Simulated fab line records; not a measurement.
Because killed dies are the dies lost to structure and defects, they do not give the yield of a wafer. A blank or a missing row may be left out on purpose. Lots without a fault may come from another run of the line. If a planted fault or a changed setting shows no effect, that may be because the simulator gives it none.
A single fault, viewed from 2 desks || flow gf180mcu || numbers are kept per desk, each desk with only its own; the story behind them comes last

## FROM THE METROLOGY DESK
Means of the sampled wafers that have a number, per lot and without regard to the tool the lot ran on: this is what the gauges read. Marked OUT: a lot whose mean sits more than 4 standard deviations from the usual mean, which makes it out of limits; the brackets give that distance.
Columns: A = STI_OXIDATION_THK at GF_STI_THK_MEAS_02, usual 10.06 nm; B = STI_CVD_03_THK at GF_STI_THK_MEAS_04, usual 207.9 nm; C = cd-nm at GF_STI_CD_MEAS_12, usual 219.9 nm
{"lot": "L960", "first seen here": "day 1 16:46", "A": 10.01, "B": 205.3, "C": 219.7}
{"lot": "L965", "first seen here": "day 2 17:48", "A": 10.20, "B": 208.6, "C": 219.0}
{"lot": "L973", "first seen here": "day 4 09:31", "A": 9.97, "B": 206.4, "C": 221.0}
{"lot": "L974", "first seen here": "day 4 14:32", "A": 10.13, "B": 206.2, "C": 218.7}
{"lot": "L980", "first seen here": "day 5 20:50", "A": 9.83, "B": 206.7, "C": 219.0}
{"lot": "L981", "first seen here": "day 6 01:31", "A": 9.88, "B": 207.8, "C": 218.6}
Finding of this desk: none of the 6 lots has anything out of limits.

## TOOL OWNER'S DESK, rie-si-01
The tool's own readings at GF_STI_ETCH_14 (etches Si in HBr/Cl2/O2, target depth 360 nm, time 102.9 s): means of the sampled wafers that have a number, for each lot that ran on this tool. Marked OUT: a lot whose mean sits more than 4 standard deviations from the usual mean, which makes it out of limits; the brackets give that distance.
Columns: A = drypump-motor-current-A at GF_STI_ETCH_14, usual 5.9 A; B = mfc-cl2-sccm at GF_STI_ETCH_14, usual 39.99 sccm; C = oes-product-au at GF_STI_ETCH_14, usual 1.000 a.u.; D = rf-fwd-power-W at GF_STI_ETCH_14, usual 596.4 W; E = run-length-s at GF_STI_ETCH_14, usual 131.4 s; F = throttle-valve-pct at GF_STI_ETCH_14, usual 25.657 %
{"lot": "L965", "first seen here": "day 3 08:20", "A": 5.7, "B": 40.01, "C": 0.997, "D": 595.5, "E": 131.2, "F": 25.665}
{"lot": "L973", "first seen here": "day 5 00:59", "A": 5.7, "B": 40.03, "C": 1.003, "D": 595.4, "E": "126.1 (-7.6) OUT", "F": 25.651}
{"lot": "L974", "first seen here": "day 5 06:45", "A": 5.7, "B": 39.89, "C": 1.004, "D": 595.0, "E": 128.8, "F": 25.656}
Finding of this desk: L973 out of limits; the first was L973 at day 5 00:59, on run-length-s at GF_STI_ETCH_14. L965, L974 stayed within limits.

## BROUGHT TOGETHER
The tool owner's desk had the chance to raise an alarm at day 5 00:59 on L973.
From the metrology desk's view, nothing was out of limits.
The metrology desk has L973 on record, within its limits.
Every lot named ran GF_STI_ETCH_14 on rie-si-01.

## WHAT HAD BEEN PUT IN BY THE SIMULATOR
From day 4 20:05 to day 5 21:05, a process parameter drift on rie-si-01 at GF_STI_ETCH_14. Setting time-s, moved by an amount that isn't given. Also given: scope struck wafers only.
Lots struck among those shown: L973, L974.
How many hours passed from the start of the fault until each desk's first out-of-limits reading: the tool owner's desk, 5.
